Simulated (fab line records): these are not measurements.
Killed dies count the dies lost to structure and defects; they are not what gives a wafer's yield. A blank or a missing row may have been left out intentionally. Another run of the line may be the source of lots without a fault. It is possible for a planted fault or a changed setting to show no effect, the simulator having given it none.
fab line records | flow sky130
[record] lots = 7 wafers = 21 lastDay = 50
route steps=708 shown METAL3@572 VIA3@573 PAD_OPEN@708
lots with no fault: from the same line, run without faults
startH: hours from the record's first day to the start of the lot's first wafer shown | waitH: time in hours since the lot's previous step | " identical to the entry in the row above | L1.1+2: a row that stands for several wafers | - either no value or no given start | * or withheld: withheld | < > ~ a bound
route shown NAME@n: NAME is a module with steps in the file, n the number in the route of the first one | usual: mean/standard deviation taken from wafers without a fault | same: alike in all rows | chamber/n: place in a boat | sites: the reading at each site | _std_site: how widely they spread, as a standard deviation | _edge_site: the outer-site mean with the inner-site mean subtracted | radiusMm: how far each site lies from the wafer's centre | mask NAME#n: copy n | behind: tool/chamber where the wafer was last shaped | hold: why the lot went on hold/how many hours it stayed there/how the hold came to an end | device: the n, p or np transistor that did not switch | end of line: tests run on the same wafers once the route is complete | for a step that has no rows: nothing shown but its recipe | killed: dies that structure and defects cost at the first sort, which is not the same as the wafer's yield | map: a wafer's dies, x killed, . not, _ none there
set.NAME: the setting the step ran with; set.NAME@STEP: the setting that earlier step ran with | model.NAME: the simulator's own value behind a step, which no gauge read
lots at some steps of the route; a table a step, a row a wafer
services: from which hour (startH, from the record's first day; less than 0 if before it) a tool's chamber was out of use, for how many hours, and why
[[steps]]
[step SKY_METAL3_CLEAN_22]
[recipe] chemistry = O3/DIW dry = n2Spin
[step SKY_VIA3_HDPCVD_00]
[recipe] material = SiO2 targetThkNm = 1635 sigmaOpenFrac = 0.3 timeS = 272.5 tempC = 400 sih4FlowSccm = 60 pressureMtorr = 6
[step SKY_VIA3_THK_MEAS_01]
[recipe] reads = SiO2_of_VIA3_HDPCVD_00
[usual] VIA3_HDPCVD_THK = 1636/21
// columns lot.wafer tool chamber startH waitH VIA3_HDPCVD_THK[nm]
L627.1 filmMetro-01 - 947.35 0.1 1629
L627.2 " - " " 1617
L627.3 " - " " 1621
L634.2 filmMetro-01 - 994.90 0.1 1673
L634.3 " - " " 1627
L634.5 " - " " 1632
L636.2 filmMetro-02 - 1018.78 0.1 1648
L636.3 " - " " 1657
L636.6 " - " " 1651
L638.1 filmMetro-04 - 1022.45 0.1 1594
L638.2 " - " " 1641
L638.6 " - " " 1636
L640.1 filmMetro-04 - 1035.26 0.1 1607
L640.2 " - " " 1637
L640.6 " - " " 1653
L644.1 filmMetro-01 - 1061.10 0.1 1649
L644.5 " - " " 1647
L644.6 " - " " 1631
L645.2 filmMetro-02 - 1064.54 0.1 1645
L645.3 " - " " 1600
L645.6 " - " " 1628
[step SKY_VIA3_CMP_02]
[recipe] material = SiO2 downForcePsi = 4 platenRpm = 60 padVelocityMS = 0.94248
[usual] motorCurrentA = 11.9/1.3
// columns lot.wafer tool chamber startH waitH motorCurrentA
L627.1 cmp-01 3 947.41 0.1 11.2
L627.2 " 1 " " 11.9
L627.3 " 2 " " 11.2
L634.2 cmp-02 1 994.95 0.0 11.8
L634.3 " 0 " " 9.6
L634.5 " 1 " " 12.5
L636.3 cmp-01 2 1018.83 0.0 10.5
L636.2 " 0 " " 14.9
L636.6 " 2 " " 11.1
L638.1 cmp-02 1 1022.51 0.1 11.7
L638.2 " 3 " " 11.9
L638.6 " 1 " " 12.6
L640.1 cmp-01 3 1035.42 0.1 11.1
L640.2 " 0 " " 14.8
L640.6 " 2 " " 11.1
L644.1 cmp-01 2 1061.31 0.2 10.9
L644.6 " 3 " " 10.7
L644.5 " 0 " " 14.8
L645.3 cmp-01 0 1064.64 0.1 14.3
L645.2 " 2 " " 10.5
L645.6 " 0 " " 15.1
[step SKY_VIA3_BOW_MEAS_03]
[recipe] mode = bow
[usual] VIA3_BOW = 79/8.3
// columns lot.wafer tool chamber startH waitH VIA3_BOW[um]
L627.1 filmMetro-04 - 947.71 0.2 92
L627.2 " - " " 86
L627.3 " - " " 78
L634.2 filmMetro-01 - 995.27 0.3 76
L634.3 " - " " 77
L634.5 " - " " 64
L636.2 filmMetro-01 - 1019.15 0.2 81
L636.3 " - " " 69
L636.6 " - " " 74
L638.1 filmMetro-02 - 1022.81 0.2 74
L638.2 " - " " 74
L638.6 " - " " 79
L640.1 filmMetro-02 - 1035.62 0.1 84
L640.2 " - " " 77
L640.6 " - " " 78
L644.1 filmMetro-02 - 1061.46 0.1 84
L644.5 " - " " 85
L644.6 " - " " 71
L645.2 filmMetro-02 - 1064.91 0.1 79
L645.3 " - " " 78
L645.6 " - " " 75
[step SKY_VIA3_DEHYDRATE_04]
[recipe] tempC = 200 timeS = 60
[step SKY_VIA3_HMDS_05]
[recipe] primeTimeS = 60 primeTempC = 120
[step SKY_VIA3_COAT_06]
[recipe] resist = BARC tempC = withheld timeS = withheld spinRpm = 3000 resistThkNm = 60
[step SKY_VIA3_COAT_07]
[recipe] resist = KrF-thick spinRpm = 3000 resistThkNm = 450
[step SKY_VIA3_SOFTBAKE_08]
[recipe] tempC = 100 timeS = 90 resist = KrF-thick
[step SKY_VIA3_EXPOSE_09]
[recipe] maskId = VIM3 na = 0.8 sourceShape = annular sigmaInner = 0.55 sigmaOuter = 0.85 targetCdNm = 200 doseMj = 38
[step SKY_VIA3_PEB_10]
[recipe] pebTempC = withheld pebTimeS = withheld resist = KrF-thick
[step SKY_VIA3_DEVELOP_11]
[recipe] developTimeS = 60 resist = KrF-thick devTempC = 21
[usual] developerTempC = 21.02/0.1
// columns lot.wafer tool chamber startH waitH developerTempC
L627.1 lithoTrack-01 0 972 - 21.14
L627.2 " 0 " " 20.87
L627.3 " 0 " " 20.93
L634.2 lithoTrack-01 0 1018 - 20.34
L634.3 " 0 " " 20.27
L634.5 " 0 " " 20.19
L636.2 lithoTrack-01 0 1042 - 20.17
L636.3 " 0 " " 20.27
L636.6 " 0 " " 20.20
L638.1 lithoTrack-01 0 1046 - 20.11
L638.2 " 0 " " 20.25
L638.6 " 0 " " 20.17
L640.1 lithoTrack-04 0 1058 - 21.06
L640.2 " 0 " " 21.01
L640.6 " 0 " " 21.19
L644.1 lithoTrack-02 0 1083 - 20.84
L644.5 " 0 " " 20.91
L644.6 " 0 " " 20.78
L645.2 lithoTrack-04 0 1086 - 21.10
L645.3 " 0 " " 21.00
L645.6 " 0 " " 21.19
[step SKY_VIA3_CD_MEAS_12]
[recipe] targetCdNm = 200
[usual] cdNm = 199.4/1.5
// columns lot.wafer tool chamber startH waitH cdNm
L627.1 cdSem-01 - 972.58 - 196.4
L627.2 " - " " 197.4
L627.3 " - " " 198.1
L634.2 cdSem-02 - 1018.65 - 199.3
L634.3 " - " " 198.2
L634.5 " - " " 199.9
L636.2 cdSem-02 - 1042.95 - 195.9
L636.3 " - " " 194.8
L636.6 " - " " 196.1
L638.1 cdSem-02 - 1046.18 - 200.0
L638.2 " - " " 200.8
L638.6 " - " " 199.1
L640.1 cdSem-01 - 1058.82 - 200.0
L640.2 " - " " 201.3
L640.6 " - " " 201.1
L644.1 cdSem-01 - 1083.63 - 201.7
L644.5 " - " " 202.5
L644.6 " - " " 202.3
L645.2 cdSem-01 - 1086.94 - 199.4
L645.3 " - " " 197.6
L645.6 " - " " 198.8
[step SKY_PAD_OPEN_PROBE_99]
[usual] killed_at_M0_to_M3 = 43/6.8 killed_at_M4_up = 3.2/2 killedAtContacts = 24/5.3 killedAtFrontEnd = 16/4.4 killedAtOther = 0.3/0.54 killedDies = 86/9.4 killedOnRim = 16/3.8 killedOpen = 48/6.6 killedShort = 38/6.5
[same] grossDies = 492 killedAtBackSide = 0
// columns lot.wafer tool chamber startH waitH killed_at_M0_to_M3 killed_at_M4_up killedAtContacts killedAtFrontEnd killedAtOther killedDies killedOnRim killedOpen killedShort model.etest.nfet_16v.rOnOhmUm model.etest.pfet_16v.rOnOhmUm model.etest.tipSonos.rsOhmSq model.etest.pfetG5v0d10v5.rOnOhmUm model.etest.nfetG5v0d10v5.rOnOhmUm model.etest.nfetG5v0d10v5.driveUaUm model.etest.nfet_05v0_nvt.driveUaUm model.etest.pfetG5v0d10v5.driveUaUm
L627.1 prober-01 - 1116.81 0.1 49 2 28 16 0 95 24 58 37 1.428e+04 1.57e+04 2690 4716 1879 606.5 568.6 344.5
L627.2 prober-01 - 1116.86 0.1 46 2 24 13 1 86 17 46 40 1.431e+04 1.504e+04 2715 4824 1927 596.1 563.6 335.2
L627.3 prober-01 - 1116.91 0.2 43 5 32 6 0 86 22 41 45 1.428e+04 1.515e+04 2704 4806 1901 594.1 563.5 336.6
L634.2 prober-01 - 1155.73 0.1 49 4 21 18 0 92 18 46 46 1.404e+04 1.623e+04 2729 4812 1888 596.5 568.3 337.7
L634.3 prober-01 - 1155.78 0.2 37 1 25 14 0 77 13 39 38 1.384e+04 1.503e+04 2660 4761 1862 603.2 577.4 339.2
L634.5 prober-01 - 1155.88 0.2 41 4 21 20 0 86 17 52 34 1.395e+04 1.584e+04 2679 4717 1848 614.1 577.1 344
L636.2 prober-02 - 1174.65 0.1 51 0 14 13 0 78 18 43 34 1.563e+04 1.573e+04 3436 5148 2088 504.6 487.1 302.9
L636.3 prober-02 - 1174.70 0.2 51 4 20 16 1 92 17 46 44 1.564e+04 1.64e+04 3352 5109 2072 509.6 494.6 306.5
L636.6 prober-02 - 1174.85 0.2 43 2 28 11 1 85 17 49 36 1.543e+04 1.552e+04 3446 5156 2086 505.5 485.5 300.2
L638.1 prober-01 - 1178.23 0.1 38 3 22 23 0 86 13 39 46 1.395e+04 1.553e+04 2502 4751 1860 620.8 589 345.5
L638.2 prober-01 - 1178.28 0.1 43 2 19 20 1 85 26 50 35 1.381e+04 1.474e+04 2559 4708 1859 625.4 590.3 344.9
L638.6 prober-01 - 1178.48 0.2 48 6 22 16 0 92 17 52 40 1.405e+04 1.536e+04 2564 4764 1880 619.3 589.5 346.1
L640.1 prober-01 - 1188.45 0.1 39 3 32 15 1 90 20 47 43 1.414e+04 1.507e+04 2662 4687 1861 613.1 585.8 347.2
L640.2 prober-01 - 1188.50 0.1 46 7 17 16 1 87 16 55 32 1.415e+04 1.513e+04 2637 4637 1851 618.5 591.4 351.2
L640.6 prober-01 - 1188.70 0.2 32 7 21 13 0 73 13 42 31 1.438e+04 1.573e+04 2661 4755 1888 599.2 575.6 341.7
L644.1 prober-02 - 1206.53 0.1 43 0 17 13 0 73 13 42 31 1.38e+04 1.481e+04 2674 4789 1881 605.6 578.4 337.2
L644.5 prober-02 - 1206.73 0.2 45 3 16 13 0 77 18 49 28 1.38e+04 1.476e+04 2613 4744 1862 612.3 585.4 340.4
L644.6 prober-02 - 1206.78 0.2 46 5 23 11 0 85 14 50 34 1.416e+04 1.57e+04 2624 4834 1902 600.1 576.5 335.7
L645.2 prober-01 - 1208.15 0.1 44 4 15 30 0 93 20 44 41 1.409e+04 1.58e+04 2716 4755 1897 596.2 572.4 340.4
L645.3 prober-01 - 1208.20 0.2 40 5 21 19 0 85 17 48 37 1.398e+04 1.502e+04 2676 4690 1892 600.2 577.4 347.2
L645.6 prober-01 - 1208.35 0.2 53 1 16 16 0 86 13 45 40 1.379e+04 1.479e+04 2632 4605 1860 612.4 585.9 349.9
// killed by level:class
L627.1 LI_CONTACT:geometricParticle:open=15 VIA1:geometricParticle:open=12 VIA3:geometricParticle:open=11 FIELD_ISO:geometricParticle:short=6 VIA2:geometricParticle:open=6 CONTACT:geometricParticle:open=6 METAL3:geometricParticle:short=5 METAL1:geometricParticle:short=4
L627.2 VIA3:geometricParticle:open=8 LI_CONTACT:geometricParticle:open=7 CONTACT:geometricParticle:open=7 VIA1:geometricParticle:short=6 CONTACT:geometricParticle:short=6 VIA2:geometricParticle:open=6 METAL1:geometricParticle:short=5 VIA1:geometricParticle:open=5
L627.3 VIA1:geometricParticle:open=12 VIA3:geometricParticle:open=10 LI_CONTACT:geometricParticle:short=8 CONTACT:geometricParticle:open=7 LOCAL_INTERCONNECT:geometricParticle:short=6 LI_CONTACT:geometricParticle:open=5 CONTACT:geometricParticle:short=5 METAL2:geometricParticle:short=5
L634.2 VIA2:geometricParticle:open=9 METAL2:geometricParticle:short=8 CONTACT:geometricParticle:open=7 POLY_GATE:geometricParticle:open=5 VIA1:geometricParticle:short=5 VIA1:geometricParticle:open=5 VIA2:geometricParticle:short=5 VIA3:geometricParticle:open=5
L634.3 VIA1:geometricParticle:open=7 VIA1:geometricParticle:short=7 FIELD_ISO:geometricParticle:open=6 CONTACT:geometricParticle:open=6 VIA2:geometricParticle:open=5 LI_CONTACT:geometricParticle:open=5 LOCAL_INTERCONNECT:geometricParticle:short=5 VIA2:geometricParticle:short=5
L634.5 VIA1:geometricParticle:open=11 VIA2:geometricParticle:open=8 VIA3:geometricParticle:open=8 LI_CONTACT:geometricParticle:open=6 CONTACT:geometricParticle:short=6 CONTACT:geometricParticle:open=6 POLY_GATE:geometricParticle:open=5 VIA1:geometricParticle:short=5
L636.2 VIA1:geometricParticle:open=10 VIA3:geometricParticle:open=9 METAL2:geometricParticle:short=7 CONTACT:geometricParticle:open=6 VIA1:geometricParticle:short=6 FIELD_ISO:geometricParticle:open=4 LOCAL_INTERCONNECT:geometricParticle:short=4 METAL1:geometricParticle:short=4
L636.3 VIA1:geometricParticle:open=9 VIA1:geometricParticle:short=7 METAL1:geometricParticle:short=7 FIELD_ISO:geometricParticle:open=6 LI_CONTACT:geometricParticle:open=6 VIA2:geometricParticle:open=5 LOCAL_INTERCONNECT:geometricParticle:short=4 CONTACT:geometricParticle:open=4
L636.6 CONTACT:geometricParticle:open=9 VIA1:geometricParticle:open=9 VIA2:geometricParticle:open=8 LI_CONTACT:geometricParticle:open=7 VIA1:geometricParticle:short=6 FIELD_ISO:geometricParticle:short=5 CONTACT:geometricParticle:short=5 LOCAL_INTERCONNECT:geometricParticle:short=4
L638.1 CONTACT:geometricParticle:short=7 VIA3:geometricParticle:open=7 VIA1:geometricParticle:short=6 VIA1:geometricParticle:open=6 CONTACT:geometricParticle:open=6 POLY_GATE:geometricParticle:short=5 POLY_GATE:geometricParticle:open=5 LI_CONTACT:geometricParticle:open=5
L638.2 VIA1:geometricParticle:open=12 METAL2:geometricParticle:short=10 LI_CONTACT:geometricParticle:open=8 CONTACT:geometricParticle:open=7 VIA3:geometricParticle:open=6 FIELD_ISO:geometricParticle:short=5 VIA2:geometricParticle:open=5 SPACER:geometricParticle:short=4
L638.6 VIA1:geometricParticle:open=10 CONTACT:geometricParticle:open=9 VIA2:geometricParticle:open=9 METAL1:geometricParticle:short=7 FIELD_ISO:geometricParticle:open=6 VIA1:geometricParticle:short=5 LOCAL_INTERCONNECT:geometricParticle:short=4 FIELD_ISO:geometricParticle:short=3
L640.1 LOCAL_INTERCONNECT:geometricParticle:short=10 CONTACT:geometricParticle:open=9 VIA1:geometricParticle:open=8 LI_CONTACT:geometricParticle:open=7 VIA2:geometricParticle:open=7 FIELD_ISO:geometricParticle:short=5 METAL2:geometricParticle:short=5 VIA3:geometricParticle:open=5
L640.2 VIA3:geometricParticle:open=11 VIA1:geometricParticle:open=8 LI_CONTACT:geometricParticle:open=7 VIA2:geometricParticle:open=7 FIELD_ISO:geometricParticle:open=6 VIA1:geometricParticle:short=5 CONTACT:geometricParticle:open=4 METAL1:geometricParticle:short=4
L640.6 VIA1:geometricParticle:open=9 CONTACT:geometricParticle:open=8 CONTACT:geometricParticle:short=7 METAL2:geometricParticle:short=6 FIELD_ISO:geometricParticle:open=5 VIA2:geometricParticle:open=5 METAL4:geometricParticle:short=5 VIA3:geometricParticle:open=4
L644.1 VIA2:geometricParticle:open=10 CONTACT:geometricParticle:open=9 VIA1:geometricParticle:open=9 METAL2:geometricParticle:short=7 POLY_GATE:geometricParticle:short=5 VIA1:geometricParticle:short=5 VIA3:geometricParticle:open=4 VIA3:geometricParticle:short=4
L644.5 VIA1:geometricParticle:open=11 VIA2:geometricParticle:open=7 VIA3:geometricParticle:short=6 FIELD_ISO:geometricParticle:open=5 LI_CONTACT:geometricParticle:open=5 VIA1:geometricParticle:short=5 VIA3:geometricParticle:open=5 CONTACT:geometricParticle:short=4
L644.6 CONTACT:geometricParticle:open=12 VIA1:geometricParticle:open=9 VIA1:geometricParticle:short=7 VIA2:geometricParticle:open=7 METAL2:geometricParticle:short=5 LI_CONTACT:geometricParticle:open=4 VIA2:geometricParticle:short=4 VIA3:geometricParticle:open=4
L645.2 VIA1:geometricParticle:open=12 POLY_GATE:geometricParticle:short=7 POLY_GATE:geometricParticle:open=6 METAL1:geometricParticle:short=6 CONTACT:geometricParticle:open=5 SONOS_ONO:coatMicrobubblePrinted=5 VIA2:geometricParticle:short=5 FIELD_ISO:geometricParticle:open=4
L645.3 VIA1:geometricParticle:open=12 LI_CONTACT:geometricParticle:open=8 VIA1:geometricParticle:short=7 VIA2:geometricParticle:open=6 FIELD_ISO:geometricParticle:short=5 CONTACT:geometricParticle:open=5 POLY_GATE:geometricParticle:short=4 POLY_GATE:geometricParticle:open=4
L645.6 VIA1:geometricParticle:open=14 CONTACT:geometricParticle:open=7 VIA2:geometricParticle:open=7 METAL2:geometricParticle:short=7 POLY_GATE:geometricParticle:short=6 VIA2:geometricParticle:short=6 VIA1:geometricParticle:short=5 SPACER:geometricParticle:open=4
[[services]]
// columns tool chamber startH hours kind
cmp-01 - 928.16 4.4 repair
cmp-02 - 936.58 9.3 repair
cmp-01 - 955.60 25.6 pm
cmp-02 - 981.53 7.5 pm
cmp-01 - 1041.34 0.7 repair
cmp-01 - 1067.99 4.4 pm
cmp-02 - 1082.39 0.8 repair
[[key]]
[firstSign] step = SKY_VIA3_DEVELOP_11 reading = developerTempC direction = down sigmas = 7.8 usual = * struck = *
effect none on later readings
[modelEffect] step = SKY_PAD_OPEN_PROBE_99 value = etest.nfet_16v.rOnOhmUm without = 1.409e+04 struck = 1.448e+04
metAt SKY_VIA3_DEVELOP_11
struckWafers L634.2,L634.3,L634.5,L636.2,L636.3,L636.6,L638.1,L638.2,L638.6
testerLeftOut L634,L636
[loopTrim] step = SKY_VIA3_EXPOSE_09 setting = dose lots = L638
onsetBetween 972 1018
[earlierFault] kind = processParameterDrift tool = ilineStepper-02 chamber = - onsetH = 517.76 steps = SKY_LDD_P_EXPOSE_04 channel = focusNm offset = 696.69 spreadByWafer = 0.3 shape = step endH = 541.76
[earlierFault] kind = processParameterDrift tool = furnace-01 chamber = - onsetH = 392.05 steps = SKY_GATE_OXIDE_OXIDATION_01 channel = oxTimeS offset = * shape = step endH = 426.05 actsIn = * stated = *
[fault] kind = processParameterDrift tool = lithoTrack-01 chamber = - onsetH = 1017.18 steps = SKY_VIA3_DEVELOP_11 channel = devTempC offset = * shape = step actsIn = * stated = *
// testerLeftOut: of these lots the tester's yield and bins aren't shown, on N5 and GAA mostly nor the transistor test; their killed dies are dies lost to structure and defects alone, not to doping, threshold or leakage, so they don't give the yield
// loopTrim: a control loop set the setting to another value than it would have without faults
